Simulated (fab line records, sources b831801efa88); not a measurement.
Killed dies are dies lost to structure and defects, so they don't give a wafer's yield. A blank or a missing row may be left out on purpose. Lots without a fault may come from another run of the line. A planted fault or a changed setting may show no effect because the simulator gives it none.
Which tool did it? | flow sky130 | 6 lots, 18 wafers sampled, at 1 step of a route of 708

WHAT THE GAUGES READ, wafer by wafer
SKY_SD_P_OVL_MEAS_08.
lot  | measured     | on         | SD_P_OVL (nm)
L554 | day 26 12:13 | overlay-01 | 1.4 0.7 1.7
L557 | day 27 08:48 | overlay-01 | -0.7 -0.4 1.6
L559 | day 28 06:45 | overlay-02 | -1.4 -2.3 -0.2
L565 | day 30 09:24 | overlay-02 | 0.1 0.4 1.0
L567 | day 30 20:31 | overlay-02 | 1.3 0.4 -0.3
L570 | day 31 20:56 | overlay-01 | 2.0 1.3 2.2

WHICH TOOL RAN EACH LOT (tool, then ch and the chambers of the sampled wafers, then the start)
The record holds no process step before these readings.

THE ANSWER, worked out from the rows above alone
Rule: what is usual is taken from the lots themselves. Put in order of their means at a reading, lots are off if they are a third of the lots or fewer, leave a main group of 4 or more, and stand apart from it by a gap of 3 or more times the standard deviation of the main group's means; of several such gaps the widest counts. A main group whose means are all the same, to the digits that the tables above print for the reading, isn't used. A lot without any number at a reading at which 4 lots or more have one is off too. The other lots that the step has rows for count as sound.
No lot is off at any reading shown: from this, nothing can be told.

WHAT THE SIMULATOR HAD PUT IN
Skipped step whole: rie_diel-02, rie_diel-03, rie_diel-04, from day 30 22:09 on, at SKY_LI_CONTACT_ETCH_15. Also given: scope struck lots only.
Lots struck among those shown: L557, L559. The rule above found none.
